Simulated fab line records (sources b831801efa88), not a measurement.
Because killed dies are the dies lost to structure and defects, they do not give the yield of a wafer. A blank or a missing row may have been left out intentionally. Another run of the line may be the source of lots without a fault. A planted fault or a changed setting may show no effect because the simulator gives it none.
Chamber matching | flow gf180mcu | 3 sister chambers for GF_V3_CVD_02 on pecvd-01
The step deposits SiO2 from TEOS, target thk 850 nm, time 94.851 s. 6 wafers are shown with their chamber, then 9 later ones without.

## WAFERS WITH THEIR CHAMBER
wafer  | chamber | heater_power_w (W)
L477.1 | 1       | 743
L479.5 | 1       | 670
L479.6 | 0       | 789
L486.1 | 2       | 654
L486.4 | 2       | 694
L486.5 | 0       | 876

## WAFERS WITH NO CHAMBER GIVEN
wafer  | heater_power_w (W)
L487.1 | 616
L487.2 | 678
L487.6 | 865
L488.4 | 632
L488.5 | 621
L488.6 | 872
L491.2 | 587
L491.4 | 640
L491.5 | 679

## THE CHAMBER EACH PASSED THROUGH
wafer  | from the rows above     | in truth
L487.1 | can't be placed: 2 or 1 | 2
L487.2 | can't be placed: 2 or 1 | 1
L487.6 | 0                       | 0
L488.4 | can't be placed: 2 or 1 | 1
L488.5 | can't be placed: 2 or 1 | 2
L488.6 | 0                       | 0
L491.2 | can't be placed: 2 or 1 | 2
L491.4 | can't be placed: 2 or 1 | 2
L491.5 | can't be placed: 2 or 1 | 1
Correct placement for 2 of the 9. Cannot be placed on the basis of these rows: 7; the candidates contain the true chamber in 7. 0 placed wrongly.
How it was worked out, from the rows above alone: a wafer's distance from a chamber is the root of the sum, over the readings, of the square of ((its reading less the chamber's mean) divided by the reading's scatter). The wafer belongs to the nearest chamber; if the next one is less than 2 further off, it can't be placed. For every chamber, the mean is computed from those of its wafers that are shown. The scatter: take each reading less its chamber's mean, square it, sum over the shown wafers, divide by the number of wafers less the number of chambers, and take the root.
